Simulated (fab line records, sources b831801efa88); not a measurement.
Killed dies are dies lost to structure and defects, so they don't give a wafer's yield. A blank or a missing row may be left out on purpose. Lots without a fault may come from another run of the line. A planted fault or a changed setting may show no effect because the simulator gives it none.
Which tool did it? | flow sky130 | 6 lots, 18 wafers sampled, at 1 step of a route of 708

WHAT THE GAUGES READ, wafer by wafer
SKY_VIA3_OVL_MEAS_13.
lot  | measured     | on         | VIA3_OVL (nm)
L479 | day 39 20:22 | overlay-01 | -3 12 -3
L483 | day 41 00:43 | overlay-02 | -11 2 -10
L481 | day 41 01:50 | overlay-02 | 0 -7 -11
L492 | day 43 14:17 | overlay-01 | -5 7 2
L496 | day 44 15:20 | overlay-01 | 2 5 6
L501 | day 45 14:43 | overlay-02 | -5 -2 0

WHICH TOOL RAN EACH LOT (tool, then ch and the chambers of the sampled wafers, then the start)
The record holds no process step before these readings.

THE ANSWER, worked out from the rows above alone
Rule: what is usual is taken from the lots themselves. Put in order of their means at a reading, lots are off if they are a third of the lots or fewer, leave a main group of 4 or more, and stand apart from it by a gap of 3 or more times the standard deviation of the main group's means; of several such gaps the widest counts. A main group whose means are all the same, to the digits that the tables above print for the reading, isn't used. A lot without any number at a reading at which 4 lots or more have one is off too. The other lots that the step has rows for count as sound.
No lot is off at any reading shown: from this, nothing can be told.

WHAT THE SIMULATOR HAD PUT IN
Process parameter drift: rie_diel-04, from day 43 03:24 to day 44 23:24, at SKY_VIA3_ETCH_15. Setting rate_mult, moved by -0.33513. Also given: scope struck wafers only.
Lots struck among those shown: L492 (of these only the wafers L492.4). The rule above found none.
